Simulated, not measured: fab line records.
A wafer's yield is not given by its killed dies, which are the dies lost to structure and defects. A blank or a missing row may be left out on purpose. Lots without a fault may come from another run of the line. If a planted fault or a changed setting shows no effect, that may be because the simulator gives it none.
A lot that was struck, set against a sound lot / flow sky130 / 14 out of 708 route steps
Sound: the wafers L718.1, L718.2, L718.3. Struck: wafer L726.6 (left out: L726.1, L726.5 of the same lot, which were not struck); the cause appears at the end.
Order at every step that has rows: each side's tool, ch and its chambers, its first start. Under that, the readings that differ: sound wafers / struck wafers / difference of the means / sigmas: that difference in standard deviations of wafers without a fault.
alike: a reading whose means differ by less than 2 such deviations, as well as words and numbers matching on both sides. not compared: withheld readings; readings where some wafer has no value; bounds like >300 that might hide an equal value; numbers whose values overlap and for which the record gives no deviation.
The two part at a step that has a row with sigmas, a row that says differs or no value, or rows on one side only. Numbers that don't overlap but have no deviation are shown without sigmas and don't part them. A reading missing from all wafers of one side parts the sides only when that side holds two or more wafers.

SKY_VIA1_OVL_MEAS_13:
  struck on overlay-01, day 38 19:29; sound on overlay-02, day 36 09:47
  alike: VIA1_OVL
then, 2 steps without rows for these wafers: SKY_VIA1_ETCH_14 (etches BARC in N2/H2, stops on SiO2, time 45.9 s, target depth 60 nm); SKY_VIA1_ETCH_15 (etches SiO2 in C4F8/O2/Ar, stops on TiN, target depth 351 nm, time 54 s).
SKY_VIA1_STRIP_16: strips in O2/N2.
  sound on plasma-asher-01 ch 0,1, day 36 09:55; struck on plasma-asher-04 ch 0, day 38 19:37
reading=oes-product-au (a.u.); sound=0.413 0.417 0.424; struck=0.405; difference=-0.013; sigmas=-3
  alike: drypump-motor-current-A, strip-time-to-endpoint-s
  not compared: rf-hours-counter-h
then, 3 steps without rows for these wafers: SKY_VIA1_STRIP_17 (strips in post etch residue remover, time 1200 s); SKY_VIA1_CLEAN_18 (cleans in IPA, time 180 s); SKY_VIA1_CLEAN_19 (cleans in O3/DIW).
SKY_VIA1_SPUTTER_20: material TiN, target thk 20 nm, time 80 s.
  struck on pvd-sputter-04, day 38 20:13; sound on pvd-sputter-02, day 36 10:31
  alike: throttle-valve-pct
SKY_VIA1_CVD_21: deposits W, target thk 270 nm, time 80.902 s.
  sound on cvd-w-01 ch 0,1, day 36 10:34; struck on cvd-w-01 ch 1, day 38 20:16
  alike: heater-power-w
  not compared: since-wet-clean-h
SKY_VIA1_RS_MEAS_22: measures by four-point-probe.
  struck on film-metro-04, day 38 20:22; sound on film-metro-04, day 36 10:40
  alike: VIA1_W_RS
SKY_VIA1_THK_MEAS_23: measures by xrf.
  struck on film-metro-04, day 38 20:29; sound on film-metro-04, day 36 10:47
  alike: VIA1_W_THK
SKY_VIA1_CMP_24: polishes, stops on SiO2, t overpolish 15 s, target thk 0 nm.
  sound on cmp-01 ch 0,1,3, day 36 10:50; struck on cmp-01 ch 0, day 38 20:32
  alike: motor-current-A, overpolish-run-s, slurry-filter-dp-kPa, time-to-endpoint-s
SKY_METAL2_SPUTTER_00: material Ti, target thk 15 nm, time 10 s.
  struck on pvd-sputter-02, day 38 20:50; sound on pvd-sputter-03, day 36 11:08
reading=model.Ti_of_METAL2_SPUTTER_00.thk-nm (nm); sound=14.92 14.97 14.87; struck=22.34; difference=+7.42; sigmas=
  alike: throttle-valve-pct
SKY_METAL2_SPUTTER_01: material TiN, target thk 20 nm, time 16.7 s.
  struck on pvd-sputter-02, day 38 20:52; sound on pvd-sputter-03, day 36 11:10
  alike: throttle-valve-pct

## WHERE THEY PART
At SKY_VIA1_STRIP_16 and nowhere else, as far as this record goes. Later steps at which nothing parts them and some readings are alike: SKY_VIA1_SPUTTER_20, SKY_VIA1_CVD_21, SKY_VIA1_RS_MEAS_22, SKY_VIA1_THK_MEAS_23, SKY_VIA1_CMP_24, SKY_METAL2_SPUTTER_00, SKY_METAL2_SPUTTER_01.

WHY: the cause the simulator had injected
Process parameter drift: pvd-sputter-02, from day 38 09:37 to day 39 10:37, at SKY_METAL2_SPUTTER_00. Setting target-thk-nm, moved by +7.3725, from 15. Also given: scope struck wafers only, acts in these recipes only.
